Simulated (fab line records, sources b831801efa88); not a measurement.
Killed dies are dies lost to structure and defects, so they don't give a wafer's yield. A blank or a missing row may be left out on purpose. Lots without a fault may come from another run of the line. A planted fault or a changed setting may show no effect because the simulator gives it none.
fab line records | flow sky130
record lots=7 wafers=21 last_day=49
route steps=708 shown POLY_GATE@229 LDD_N@237 PAD_OPEN@708
lots that met no fault: from a run of the same line without faults
start_h: hours from the record's first day to the start of the lot's first wafer shown | wait_h: hours since the lot's step before | " the same as in the row above | L1.1+2: a row that stands for several wafers | - no value, or no start given | * or withheld: withheld | < > ~ a bound
route shown NAME@n: a module of which the file shows steps, and the number in the route of the first | usual: mean/standard deviation of fault-free wafers | same: alike in all rows | chamber/n: place in a boat | sites: the reading at each site | _std_site: their standard deviation | _edge_site: outer sites' mean less inner sites' | radius_mm: how far each site lies from the wafer's centre | mask NAME#n: copy n | behind: the tool/chamber that last shaped the wafer | hold: why the lot was held/for how many hours/how that ended | device: the transistor (n, p or np) that didn't switch | end of line: the same wafers' tests at the end of the route | a step without rows: its recipe alone | killed: dies lost to structure and defects at the first sort, not the wafer's yield | map: a wafer's dies, x killed, . not, _ none there
set.NAME: the setting as run; set.NAME@STEP: as run at that earlier step | model.NAME: the simulator's own value behind a step, which no gauge read
lots at some steps of the route; a table a step, a row a wafer
services: from which hour (start_h, from the record's first day; less than 0 if before it) a tool's chamber was out of use, for how many hours, and why
## steps
# step SKY_POLY_GATE_ETCH_15
# recipe chemistry=N2/H2 target=BARC ion_energy_ev=200 source_w=500 bias_w=100 pressure_mtorr=30 n2_flow_sccm=100 h2_flow_sccm=200 stop_on=SiO2 time_s=118.5 target_depth_a=1100
# usual drypump_motor_current_A=5.7/0.47 oes_product_au=0.717/0.0048 throttle_valve_pct=13.212/0.009
# columns lot.wafer tool chamber start_h wait_h drypump_motor_current_A oes_product_au rf_hours_counter_h throttle_valve_pct
L165.2 rie_diel-02 0 417.32 0.0 6.7 0.714 3 13.202
L165.4 " 2 " " 5.1 0.721 - 13.216
L165.6 " 1 " " 6.0 0.708 - 13.201
L167.2 rie_diel-02 1 431.57 0.0 6.0 0.715 1 13.214
L167.5 " 2 " " 5.1 0.713 - 13.199
L167.6 " 1 " " 6.0 0.717 - 13.209
L169.1 rie_diel-02 3 459.39 0.0 5.0 0.717 1 13.214
L169.2 " 2 " " 5.2 0.714 4 13.213
L169.5 " 2 " " 5.1 0.716 - 13.207
L171.1 rie_diel-02 3 467.40 0.0 5.0 0.720 1 13.214
L171.2 " 2 " " 5.1 0.715 4 13.226
L171.4 " 0 " " 6.7 0.718 4 13.217
L176.3 rie_diel-04 1 524.12 0.0 5.7 0.718 6 13.219
L176.4 " 0 " " 4.9 0.713 4 13.217
L176.6 " 1 " " 5.7 0.714 - 13.193
L178.1 rie_diel-01 0 530.27 0.0 6.2 0.709 1 13.215
L178.5 " 2 " " 6.0 0.716 - 13.222
L178.6 " 3 " " 5.9 0.729 - 13.223
L179.3 rie_diel-02 3 539.54 0.0 5.0 0.721 2 13.211
L179.4 " 3 " " 5.1 0.732 - 13.214
L179.5 " 0 " " 6.7 0.713 - 13.210
# step SKY_POLY_GATE_ETCH_16
# recipe stop_on=poly-Si chemistry=CH3F/O2 target=Si3N4 source_w=400 bias_w=80 pressure_mtorr=25 ch3f_flow_sccm=40 O2_flow_sccm=30 time_s=147.5 target_depth_a=750
# usual drypump_motor_current_A=5.7/0.47 oes_product_au=0.639/0.0058 throttle_valve_pct=10.535/0.0082
# columns lot.wafer tool chamber start_h wait_h drypump_motor_current_A oes_product_au rf_hours_counter_h throttle_valve_pct
L165.2 rie_diel-02 0 417.40 0.0 6.7 0.647 4 10.528
L165.4 " 2 " " 5.1 0.643 - 10.541
L165.6 " 1 " " 6.0 0.643 - 10.542
L167.2 rie_diel-02 1 431.65 0.0 6.0 0.639 1 10.515
L167.5 " 2 " " 5.1 0.636 - 10.542
L167.6 " 1 " " 6.0 0.641 - 10.554
L169.1 rie_diel-02 3 459.47 0.0 5.1 0.636 1 10.530
L169.2 " 2 " " 5.1 0.623 4 10.521
L169.5 " 2 " " 5.1 0.635 - 10.541
L171.1 rie_diel-02 3 467.48 0.0 5.0 0.639 1 10.532
L171.2 " 2 " " 5.1 0.640 4 10.532
L171.4 " 0 " " 6.7 0.632 4 10.534
L176.3 rie_diel-04 1 524.21 0.0 5.7 0.638 7 10.528
L176.4 " 0 " " 4.9 0.639 4 10.538
L176.6 " 1 " " 5.7 0.634 - 10.548
L178.1 rie_diel-01 0 530.36 0.0 6.1 0.642 1 10.527
L178.5 " 2 " " 5.9 0.646 - 10.556
L178.6 " 3 " " 5.9 0.639 - 10.549
L179.3 rie_diel-02 3 539.62 0.0 5.0 0.640 2 10.542
L179.4 " 3 " " 5.0 0.632 - 10.535
L179.5 " 0 " " 6.7 0.630 - 10.527
# step SKY_POLY_GATE_ETCH_17
# recipe target_depth_nm=180 stop_on=SiO2 over_etch_frac=0.56667 chemistry=HBr/Cl2 target=poly-Si icp_w=400 bias_w=100 pressure_mtorr=10 HBr_flow_sccm=150 Cl2_flow_sccm=50 time_s=70.5
# usual drypump_motor_current_A=5.5/0.31 he_backside_leak_sccm=2.63/0.21 oes_product_au=0.987/0.0091 throttle_valve_pct=33.683/0.0092
# columns lot.wafer tool chamber start_h wait_h drypump_motor_current_A he_backside_leak_sccm oes_product_au rf_hours_counter_h throttle_valve_pct
L165.2 rie_si-02 2 417.50 0.0 5.3 2.47 1.007 3 33.688
L165.4 " 1 " " 5.6 2.37 0.981 2 33.680
L165.6 " 1 " " 5.6 2.35 0.988 - 33.674
L167.2 rie_si-01 1 431.75 0.0 5.4 2.72 0.998 45 33.685
L167.5 " 3 " " 5.9 2.53 0.988 - 33.686
L167.6 " 0 " " 5.7 2.62 0.989 - 33.691
L169.1 rie_si-02 1 459.57 0.0 5.6 2.32 0.975 2 33.686
L169.2 " 2 " " 5.3 2.35 0.996 3 33.670
L169.5 " 2 " " 5.3 2.37 1.002 - 33.689
L171.1 rie_si-01 2 467.58 0.0 5.1 2.65 0.990 2 33.675
L171.2 " 3 " " 6.0 2.42 0.990 5 33.687
L171.4 " 0 " " 5.6 2.61 0.977 60 33.692
L176.3 rie_si-02 0 524.30 0.0 6.1 2.90 0.986 1 33.681
L176.4 " 2 " " 5.3 2.50 0.997 3 33.687
L176.6 " 0 " " 6.1 2.93 0.976 - 33.679
L178.1 rie_si-01 0 530.45 0.0 5.7 2.55 0.992 0 33.668
L178.5 " 3 " " 5.9 2.45 0.992 - 33.686
L178.6 " 2 " " 5.1 2.61 0.989 - 33.688
L179.3 rie_si-02 0 539.72 0.0 6.1 2.89 0.983 1 33.693
L179.4 " 2 " " 5.3 2.42 0.993 3 33.684
L179.5 " 0 " " 6.1 2.79 0.980 - 33.674
# step SKY_POLY_GATE_STRIP_18
# recipe chemistry=O2/N2 power_w=1400 pressure_mtorr=1500 platen_temp_c=withheld o2_flow_sccm=3000 n2_flow_sccm=300 overash_fraction=0.5
# usual drypump_motor_current_A=5.60/0.27 oes_product_au=0.361/0.0049 strip_time_to_endpoint_s=3.17/0.044
# columns lot.wafer tool chamber start_h wait_h drypump_motor_current_A oes_product_au rf_hours_counter_h strip_time_to_endpoint_s
L165.2 plasma_asher-04 0 417.55 0.0 5.69 0.366 76 3.18
L165.4 " 0 " " 5.67 0.355 - 3.26
L165.6 " 1 " " 5.94 0.361 - 3.20
L167.2 plasma_asher-04 0 431.80 0.0 5.65 0.362 0 3.15
L167.5 " 0 " " 5.67 0.359 - 3.20
L167.6 " 1 " " 5.93 0.366 - 3.16
L169.1 plasma_asher-02 0 459.62 0.0 5.79 0.363 74 3.22
L169.2 " 1 " " 5.26 0.358 74 3.19
L169.5 " 1 " " 5.22 0.364 - 3.19
L171.1 plasma_asher-02 1 467.64 0.0 5.24 0.362 75 3.24
L171.2 " 0 " " 5.77 0.369 75 3.20
L171.4 " 1 " " 5.21 0.365 - 3.20
L176.3 plasma_asher-04 0 524.39 0.1 5.65 0.359 - 3.14
L176.4 " 1 " " 5.94 0.356 - 3.10
L176.6 " 0 " " 5.64 0.356 - 3.12
L178.1 plasma_asher-03 0 530.51 0.0 5.25 0.361 69 3.17
L178.5 " 0 " " 5.26 0.351 - 3.13
L178.6 " 1 " " 5.77 0.373 - 3.18
L179.3 plasma_asher-04 1 539.81 0.1 5.97 0.365 - 3.23
L179.4 " 0 " " 5.64 0.362 - 3.22
L179.5 " 0 " " 5.66 0.364 - 3.23
# step SKY_POLY_GATE_CLEAN_19
# recipe chemistry=SC1/SC2 mix=1:4:20 temp_c=70 time_s=150 dry=n2_spin
# step SKY_POLY_GATE_OXIDATION_20
# recipe temp_c=850 ambient=O2 stabilise_s=600 purge_s=300 target_thk_a=40 ox_time_s=899
# step SKY_POLY_GATE_THK_MEAS_21
# recipe reads=SiO2_of_POLY_GATE_OXIDATION_20
# usual POLY_GATE_OXIDATION_THK=4.02/0.081
# columns lot.wafer tool chamber start_h wait_h POLY_GATE_OXIDATION_THK[nm]
L165.2 film_metro-01 - 419.42 0.0 4.02
L165.4 " - " " 4.06
L165.6 " - " " 4.00
L167.2 film_metro-03 - 435.51 0.0 3.85
L167.5 " - " " 3.94
L167.6 " - " " 3.83
L169.1 film_metro-04 - 461.02 0.0 4.03
L169.2 " - " " 3.89
L169.5 " - " " 4.05
L171.1 film_metro-04 - 469.04 0.0 4.01
L171.2 " - " " 3.95
L171.4 " - " " 4.02
L176.3 film_metro-01 - 525.78 0.0 4.03
L176.4 " - " " 4.02
L176.6 " - " " 3.99
L178.1 film_metro-03 - 531.91 0.0 4.18
L178.5 " - " " 4.16
L178.6 " - " " 4.22
L179.3 film_metro-03 - 541.41 0.0 3.92
L179.4 " - " " 4.05
L179.5 " - " " 4.06
# step SKY_POLY_GATE_CD_MEAS_22
# usual cd_nm=151/3.2
# columns lot.wafer tool chamber start_h wait_h cd_nm
L165.2 cd_sem-01 - 419.49 0.1 152
L165.4 " - " " 156
L165.6 " - " " 147
L167.2 cd_sem-01 - 435.58 0.1 149
L167.5 " - " " 157
L167.6 " - " " 147
L169.1 cd_sem-02 - 461.08 0.1 151
L169.2 " - " " 150
L169.5 " - " " 152
L171.1 cd_sem-01 - 469.10 0.1 151
L171.2 " - " " 154
L171.4 " - " " 153
L176.3 cd_sem-02 - 525.88 0.1 154
L176.4 " - " " 153
L176.6 " - " " 155
L178.1 cd_sem-01 - 531.97 0.1 149
L178.5 " - " " 151
L178.6 " - " " 149
L179.3 cd_sem-02 - 541.50 0.1 150
L179.4 " - " " 152
L179.5 " - " " 151
# step SKY_LDD_N_DEHYDRATE_00
# recipe temp_c=200 time_s=60
# step SKY_LDD_N_HMDS_01
# recipe prime_time_s=60 prime_temp_c=120
# step SKY_LDD_N_COAT_02
# recipe resist=NOVOLAK spin_rpm=3000 resist_thk_nm=300
# step SKY_LDD_N_SOFTBAKE_03
# recipe temp_c=90 time_s=60 resist=NOVOLAK
# step SKY_LDD_N_EXPOSE_04
# recipe mask_id=NTM target_cd_nm=840 na=0.6 source_shape=conventional sigma_outer=0.6 dose_mj=110
# usual reticle_temp_C=22.98/0.11
# columns lot.wafer tool chamber start_h wait_h mask reticle_temp_C model.LDD_N.overlay_x_nm
L165.2 iline_stepper-01 0 434.85 - NTM#0 23.06 -0.7288
L165.4 " 0 " " NTM#0 23.18 -0.7288
L165.6 " 0 " " NTM#0 23.02 -0.7288
L167.2 iline_stepper-02 0 451.17 - NTM#0 23.00 0.9147
L167.5 " 0 " " NTM#0 22.91 0.9147
L167.6 " 0 " " NTM#0 23.01 0.9147
L169.1 iline_stepper-02 0 476.33 - NTM#0 23.11 -0.1593
L169.2 " 0 " " NTM#0 22.85 -0.1593
L169.5 " 0 " " NTM#0 22.78 -0.1593
L171.1 iline_stepper-01 0 484.35 - NTM#0 22.98 0.04283
L171.2 " 0 " " NTM#0 22.96 0.04283
L171.4 " 0 " " NTM#0 23.01 0.04283
L176.3 iline_stepper-02 0 541.34 - NTM#0 23.06 -57.68
L176.4 " 0 " " NTM#0 23.04 -57.68
L176.6 " 0 " " NTM#0 23.09 -57.68
L178.1 iline_stepper-02 0 547.58 - NTM#0 22.99 -57.66
L178.5 " 0 " " NTM#0 22.87 -57.66
L178.6 " 0 " " NTM#0 22.96 -57.66
L179.3 iline_stepper-02 0 557.12 - NTM#0 22.85 -59.15
L179.4 " 0 " " NTM#0 22.99 -59.15
L179.5 " 0 " " NTM#0 23.01 -59.15
# step SKY_LDD_N_PEB_05
# recipe temp_c=withheld time_s=* resist=NOVOLAK
# step SKY_LDD_N_DEVELOP_06
# recipe develop_time_s=60 dev_temp_c=23
# step SKY_LDD_N_OVL_MEAS_07
# usual LDD_N_OVL=0.3/1.4
# columns lot.wafer tool chamber start_h wait_h LDD_N_OVL[nm]
L165.2 overlay-02 - 449.89 0.1 -0.3
L165.4 " - " " -0.2
L165.6 " - " " -1.6
L167.2 overlay-02 - 466.57 0.1 2.1
L167.5 " - " " -0.3
L167.6 " - " " -1.2
L169.1 overlay-02 - 491.73 0.1 1.8
L169.2 " - " " -1.6
L169.5 " - " " -1.3
L171.1 overlay-02 - 499.58 0.1 -1.8
L171.2 " - " " 0.1
L171.4 " - " " 0.5
L176.3 overlay-01 - 556.18 0.1 -57.6
L176.4 " - " " -58.3
L176.6 " - " " -57.9
L178.1 overlay-01 - 563.03 0.1 -58.5
L178.5 " - " " -55.5
L178.6 " - " " -57.4
L179.3 overlay-01 - 572.39 0.1 -58.0
L179.4 " - " " -60.6
L179.5 " - " " -57.1
# step SKY_LDD_N_IMPLANT_08
# recipe species=As energy_kev=20 dose_cm2=7.5e+13 tilt_deg=withheld rotation_deg=23
# step SKY_PAD_OPEN_PROBE_99
# usual killed_at_M0_to_M3=42/7.5 killed_at_M4_up=3.2/1.7 killed_at_contacts=24/5.1 killed_at_front_end=15/4.1 killed_at_other=0.3/0.58 killed_dies=85/8.9 killed_open=46/6.4 killed_short=39/6
# same gross_dies=492 killed_at_back_side=0
# columns lot.wafer tool chamber start_h wait_h killed_at_M0_to_M3 killed_at_M4_up killed_at_contacts killed_at_front_end killed_at_other killed_dies killed_open killed_short
L165.2 prober-02 - 1110.29 0.1 51 4 23 23 0 101 53 46
L165.4 prober-02 - 1110.39 0.2 41 4 19 22 0 86 41 44
L165.6 prober-02 - 1110.49 0.2 41 7 28 23 0 99 44 52
L167.2 prober-02 - 1121.95 0.1 36 3 37 14 0 90 51 38
L167.5 prober-02 - 1122.10 0.2 56 2 24 22 0 104 50 54
L167.6 prober-02 - 1122.15 0.2 46 2 27 17 0 92 57 35
L169.1 prober-02 - 1136.04 0.1 38 3 32 19 0 92 52 40
L169.2 prober-02 - 1136.09 0.1 38 3 40 16 0 97 53 43
L169.5 prober-02 - 1136.24 0.2 41 4 24 23 0 92 51 41
L171.1 prober-01 - 1140.64 0.1 28 1 31 18 1 79 48 30
L171.2 prober-01 - 1140.69 0.1 43 2 25 17 0 87 37 49
L171.4 prober-01 - 1140.79 0.2 44 4 32 8 0 88 49 39
L176.3 prober-02 - 1177.09 0.2 36 2 16 17 1 72 38 33
L176.4 prober-02 - 1177.14 0.2 41 3 26 14 0 84 45 39
L176.6 prober-02 - 1177.24 0.2 32 1 26 19 0 78 39 39
L178.1 prober-01 - 1177.35 0.1 47 4 26 13 0 90 53 37
L178.5 prober-01 - 1177.55 0.2 38 4 16 16 0 74 38 36
L178.6 prober-01 - 1177.60 0.2 39 6 16 22 0 83 45 38
L179.3 prober-02 - 1183.63 0.2 39 4 20 8 0 71 41 30
L179.4 prober-02 - 1183.68 0.2 48 4 27 6 0 85 43 42
L179.5 prober-02 - 1183.73 0.2 44 3 26 13 0 86 42 44
# killed by level:class
L165.2 VIA1:geometric_particle:open=10 FIELD_ISO:geometric_particle:open=9 VIA3:geometric_particle:open=9 LI_CONTACT:geometric_particle:open=7 CONTACT:geometric_particle:open=7 FIELD_ISO:geometric_particle:short=6 METAL1:geometric_particle:short=6 VIA1:geometric_particle:short=5
L165.4 POLY_GATE:geometric_particle:short=7 METAL1:geometric_particle:short=7 CONTACT:geometric_particle:open=6 VIA1:geometric_particle:open=6 VIA3:geometric_particle:open=6 METAL2:geometric_particle:short=5 VIA2:geometric_particle:open=5 FIELD_ISO:geometric_particle:short=4
L165.6 CONTACT:geometric_particle:open=13 METAL2:geometric_particle:short=8 VIA3:geometric_particle:open=8 METAL1:geometric_particle:short=7 FIELD_ISO:geometric_particle:open=6 FIELD_ISO:geometric_particle:short=6 LOCAL_INTERCONNECT:geometric_particle:short=5 VIA1:geometric_particle:short=5
L167.2 LI_CONTACT:geometric_particle:open=11 VIA1:geometric_particle:open=11 CONTACT:geometric_particle:short=10 CONTACT:geometric_particle:open=9 METAL1:geometric_particle:short=5 VIA3:geometric_particle:open=5 FIELD_ISO:geometric_particle:open=4 VIA2:geometric_particle:short=4
L167.5 VIA3:geometric_particle:open=11 CONTACT:geometric_particle:open=8 VIA1:geometric_particle:open=8 POLY_GATE:geometric_particle:short=7 VIA1:geometric_particle:short=7 METAL2:geometric_particle:short=7 FIELD_ISO:geometric_particle:open=6 VIA2:geometric_particle:open=6
L167.6 VIA1:geometric_particle:open=10 LI_CONTACT:geometric_particle:open=10 VIA3:geometric_particle:open=10 FIELD_ISO:geometric_particle:short=7 VIA2:geometric_particle:open=6 FIELD_ISO:geometric_particle:open=5 CONTACT:geometric_particle:open=5 METAL2:geometric_particle:short=5
L169.1 VIA1:geometric_particle:open=13 CONTACT:geometric_particle:open=9 LI_CONTACT:geometric_particle:open=8 LI_CONTACT:geometric_particle:short=5 CONTACT:geometric_particle:short=5 METAL2:geometric_particle:short=5 VIA3:geometric_particle:open=5 LOCAL_INTERCONNECT:geometric_particle:short=4
L169.2 CONTACT:geometric_particle:open=14 VIA1:geometric_particle:open=11 LOCAL_INTERCONNECT:geometric_particle:short=9 LI_CONTACT:geometric_particle:open=6 CONTACT:geometric_particle:short=6 VIA3:geometric_particle:open=6 METAL2:geometric_particle:short=5 FIELD_ISO:geometric_particle:open=4
L169.5 CONTACT:geometric_particle:open=16 POLY_GATE:geometric_particle:short=9 VIA3:geometric_particle:open=8 VIA2:geometric_particle:open=6 METAL3:geometric_particle:short=6 POLY_GATE:geometric_particle:open=5 METAL1:geometric_particle:short=5 LI_CONTACT:geometric_particle:open=4
L171.1 CONTACT:geometric_particle:open=14 VIA1:geometric_particle:open=7 POLY_GATE:geometric_particle:short=5 LI_CONTACT:geometric_particle:open=5 METAL1:geometric_particle:short=5 VIA2:geometric_particle:open=5 VIA3:geometric_particle:open=5 POLY_GATE:geometric_particle:open=4
L171.2 LI_CONTACT:geometric_particle:open=10 VIA1:geometric_particle:short=9 METAL2:geometric_particle:short=7 VIA1:geometric_particle:open=6 LI_CONTACT:geometric_particle:short=5 CONTACT:geometric_particle:short=5 METAL1:geometric_particle:short=5 POLY_GATE:geometric_particle:short=4
L171.4 VIA1:geometric_particle:open=12 LI_CONTACT:geometric_particle:open=11 CONTACT:geometric_particle:short=9 METAL1:geometric_particle:short=7 METAL2:geometric_particle:short=6 CONTACT:geometric_particle:open=5 METAL2:geometric_particle:open=5 VIA3:geometric_particle:open=5
L176.3 VIA1:geometric_particle:open=9 VIA3:geometric_particle:open=7 POLY_GATE:geometric_particle:open=6 CONTACT:geometric_particle:short=6 FIELD_ISO:geometric_particle:short=4 LI_CONTACT:geometric_particle:open=4 VIA2:geometric_particle:open=4 VIA3:geometric_particle:short=4
L176.4 VIA3:geometric_particle:open=8 CONTACT:geometric_particle:open=8 VIA1:geometric_particle:open=8 VIA2:geometric_particle:open=8 METAL2:geometric_particle:short=7 FIELD_ISO:geometric_particle:short=5 LI_CONTACT:geometric_particle:open=5 CONTACT:geometric_particle:short=5
L176.6 POLY_GATE:geometric_particle:open=12 CONTACT:geometric_particle:short=9 METAL1:geometric_particle:short=8 CONTACT:geometric_particle:open=7 LI_CONTACT:geometric_particle:open=5 METAL2:geometric_particle:short=5 VIA2:geometric_particle:open=5 FIELD_ISO:geometric_particle:short=4
L178.1 VIA1:geometric_particle:open=13 LI_CONTACT:geometric_particle:open=7 METAL1:geometric_particle:short=7 VIA3:geometric_particle:open=7 CONTACT:geometric_particle:open=6 CONTACT:geometric_particle:short=6 FIELD_ISO:geometric_particle:open=4 VIA1:geometric_particle:short=4
L178.5 METAL2:geometric_particle:short=8 VIA3:geometric_particle:open=7 LI_CONTACT:geometric_particle:open=7 METAL1:geometric_particle:short=6 VIA1:geometric_particle:open=5 VIA2:geometric_particle:open=5 POLY_GATE:geometric_particle:short=5 FIELD_ISO:geometric_particle:open=4
L178.6 VIA1:geometric_particle:open=10 METAL1:geometric_particle:short=7 VIA3:geometric_particle:open=7 FIELD_ISO:geometric_particle:short=6 POLY_GATE:geometric_particle:open=6 POLY_GATE:geometric_particle:short=6 CONTACT:geometric_particle:open=5 LI_CONTACT:geometric_particle:open=4
L179.3 CONTACT:geometric_particle:open=7 VIA1:geometric_particle:open=6 VIA2:geometric_particle:open=6 VIA3:geometric_particle:open=6 LI_CONTACT:geometric_particle:open=5 METAL2:geometric_particle:open=5 VIA1:geometric_particle:short=5 METAL2:geometric_particle:short=5
L179.4 VIA3:geometric_particle:open=12 CONTACT:geometric_particle:open=8 VIA1:geometric_particle:open=7 LI_CONTACT:geometric_particle:open=6 VIA1:geometric_particle:short=6 METAL1:geometric_particle:short=6 CONTACT:geometric_particle:short=5 METAL2:geometric_particle:short=5
L179.5 VIA1:geometric_particle:open=14 METAL2:geometric_particle:short=8 CONTACT:geometric_particle:short=7 CONTACT:geometric_particle:open=7 LI_CONTACT:geometric_particle:open=6 VIA1:geometric_particle:short=5 VIA2:geometric_particle:open=5 FIELD_ISO:geometric_particle:short=4
## services
# columns tool chamber start_h hours kind
rie_diel-02 3 406.00 - clean
rie_diel-02 3 406.00 18.6 scheduled_down
rie_diel-01 0 406.02 4.5 repair
iline_stepper-02 - 409.68 2.7 repair
rie_diel-04 0 411.59 6.0 repair
rie_diel-04 2 419.45 7.6 repair
rie_diel-01 0 420.25 16.6 repair
plasma_asher-04 - 421.25 9.0 pm
iline_stepper-01 - 422.34 2.0 repair
plasma_asher-04 - 432.81 1.9 repair
rie_diel-04 2 445.03 1.3 repair
plasma_asher-03 - 447.78 2.5 repair
iline_stepper-01 - 448.95 22.1 repair
rie_si-01 3 451.24 2.2 repair
rie_si-01 1 457.50 6.0 repair
rie_diel-02 0 457.52 2.7 repair
iline_stepper-01 - 471.06 8.9 pm
rie_si-01 0 487.46 8.0 repair
rie_diel-01 - 514.44 2.8 pm
rie_diel-04 1 519.31 2.9 repair
rie_diel-02 - 527.85 2.8 pm
rie_diel-02 2 531.16 9.1 repair
rie_diel-04 2 550.29 3.6 repair
rie_diel-02 3 552.51 2.4 repair
## key
first_sign step=SKY_LDD_N_OVL_MEAS_07 reading=LDD_N_OVL direction=down sigmas=42 usual=0.3 struck=-57.9
effect none on later readings
model_effect step=SKY_LDD_N_EXPOSE_04 value=LDD_N.overlay_x_nm without=0.3956 struck=-58.16
met_at SKY_LDD_N_EXPOSE_04
struck_wafers L176.3,L176.4,L176.6,L178.1,L178.5,L178.6,L179.3,L179.4,L179.5
tester_left_out L176,L178,L179
onset_between 476.33 541.34
also_fits time
fault kind=scanner_matching_overlay tool=iline_stepper-02 chamber=- onset_h=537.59 steps=SKY_LDD_N_EXPOSE_04 offset=-58.557
# tester_left_out: of these lots the tester's yield and bins aren't shown, on N5 and GAA mostly nor the transistor test; their killed dies are dies lost to structure and defects alone, not to doping, threshold or leakage, so they don't give the yield
